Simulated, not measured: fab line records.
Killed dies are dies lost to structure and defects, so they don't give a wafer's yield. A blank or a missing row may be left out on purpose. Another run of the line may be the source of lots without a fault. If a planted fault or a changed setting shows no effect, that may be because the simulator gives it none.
A single fault, viewed from 2 desks || flow sky130 || each desk holds nothing but its own numbers, with what lay behind them at the end

## AT THE TOOL OWNER'S DESK: pvdSputter-03
At SKY_CAPM_SPUTTER_02 (material TiN, target thk 200 nm, time 166.7 s) the tool's own readings: per lot run on this tool, the mean of the sampled wafers that have a number. If a lot's mean is further than 4 standard deviations from the usual mean, the lot is out of limits and carries the mark OUT (the distance appears in the brackets).
Columns: A = throttleValvePct at SKY_CAPM_SPUTTER_02, usual 30.0 %
{"lot": "L422", "first seen here": "day 36 15:39", "A": 30.3}
{"lot": "L424", "first seen here": "day 37 12:26", "A": 29.5}
{"lot": "L429", "first seen here": "day 39 00:23", "A": 31.2}
{"lot": "L430", "first seen here": "day 39 03:29", "A": 31.1}
{"lot": "L439", "first seen here": "day 41 22:28", "A": 30.1}
{"lot": "L441", "first seen here": "day 42 22:20", "A": 29.6}
Result from this desk: across the 6 lots, nothing is out of limits.

## THE METROLOGY DESK
What the gauges read, lot by lot, whatever tool the lot ran on: means of the sampled wafers that have a number. If a lot's mean is further than 4 standard deviations from the usual mean, the lot is out of limits and carries the mark OUT (the distance appears in the brackets).
Columns: A = CAPM_TIN_RS at SKY_CAPM_RS_MEAS_03, usual 6.93 ohm/sq; B = CAPM_TIN_THK at SKY_CAPM_THK_MEAS_04, usual 199.5 nm; C = CAPM_OVL at SKY_CAPM_OVL_MEAS_12, usual -0.6 nm
{"lot": "L421", "first seen here": "day 35 22:23", "A": 6.98, "B": 198.2, "C": 1.8}
{"lot": "L422", "first seen here": "day 36 15:47", "A": 7.00, "B": 198.3, "C": -2.7}
{"lot": "L424", "first seen here": "day 37 12:36", "A": 6.90, "B": 200.0, "C": -0.4}
{"lot": "L429", "first seen here": "day 39 00:29", "A": "12.57 (+94) OUT", "B": "138.9 (-36) OUT", "C": -1.4}
{"lot": "L430", "first seen here": "day 39 03:38", "A": "17.82 (+99 or more) OUT", "B": "80.2 (-70) OUT", "C": -0.9}
{"lot": "L437", "first seen here": "day 41 12:00", "A": 6.97, "B": 197.3, "C": -0.3}
{"lot": "L439", "first seen here": "day 41 22:35", "A": 6.88, "B": 201.5, "C": -0.2}
{"lot": "L441", "first seen here": "day 42 22:26", "A": 6.96, "B": 197.9, "C": -1.0}
{"lot": "L443", "first seen here": "day 43 07:01", "A": 6.91, "B": 199.8, "C": -1.2}
{"lot": "L444", "first seen here": "day 43 09:16", "A": 6.86, "B": 201.4, "C": -0.8}
This desk finds L429, L430 out of limits, with the earliest case on L429 at day 39 00:29 (CAPM_TIN_RS at SKY_CAPM_RS_MEAS_03). L421, L422, L424, L437, L439, L441, L443, L444: within limits.

## ALL TOGETHER
At day 39 00:29 the metrology desk could have sounded an alarm, on L429, L430.
The desk of the tool owner found nothing out of limits.
On record at the tool owner's desk: L429, L430, within its limits.
Every lot named ran SKY_CAPM_SPUTTER_02 on pvdSputter-03.

## WHAT THE SIMULATOR HAD INSERTED
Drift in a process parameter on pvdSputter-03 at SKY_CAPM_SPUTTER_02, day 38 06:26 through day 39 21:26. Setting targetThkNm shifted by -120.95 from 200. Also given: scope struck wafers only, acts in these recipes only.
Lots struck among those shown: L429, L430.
Time in hours between the start of the fault and the first out-of-limits reading at each desk: metrology desk, 18.
